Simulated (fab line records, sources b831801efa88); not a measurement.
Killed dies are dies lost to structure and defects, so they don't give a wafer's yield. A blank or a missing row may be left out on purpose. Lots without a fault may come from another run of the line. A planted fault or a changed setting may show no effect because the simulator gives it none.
Which tool did it? | flow gf180mcu | 7 lots, 21 wafers sampled, at 1 step of a route of 602

WHAT THE GAUGES READ, wafer by wafer
GF_VT_IMPLANT_OVL_MEAS_40.
lot  | measured     | on         | VT_IMPLANT_03_OVL (nm)
L805 | day 8 03:53  | overlay-02 | 1.3 2.3 1.4
L807 | day 8 17:14  | overlay-02 | 4.1 3.7 3.2
L812 | day 10 02:56 | overlay-01 | 3.4 1.2 2.7
L816 | day 11 05:11 | overlay-02 | 2.8 1.5 1.9
L820 | day 12 11:49 | overlay-01 | 1.5 1.0 0.4
L824 | day 13 10:20 | overlay-01 | 2.4 2.3 2.1
L825 | day 13 23:23 | overlay-01 | 0.2 0.8 -0.2

WHICH TOOL RAN EACH LOT (tool, then ch and the chambers of the sampled wafers, then the start)
The record holds no process step before these readings.

THE ANSWER, worked out from the rows above alone
Rule: what is usual is taken from the lots themselves. Put in order of their means at a reading, lots are off if they are a third of the lots or fewer, leave a main group of 4 or more, and stand apart from it by a gap of 3 or more times the standard deviation of the main group's means; of several such gaps the widest counts. A main group whose means are all the same, to the digits that the tables above print for the reading, isn't used. A lot without any number at a reading at which 4 lots or more have one is off too. The other lots that the step has rows for count as sound.
No lot is off at any reading shown: from this, nothing can be told.

WHAT THE SIMULATOR HAD PUT IN
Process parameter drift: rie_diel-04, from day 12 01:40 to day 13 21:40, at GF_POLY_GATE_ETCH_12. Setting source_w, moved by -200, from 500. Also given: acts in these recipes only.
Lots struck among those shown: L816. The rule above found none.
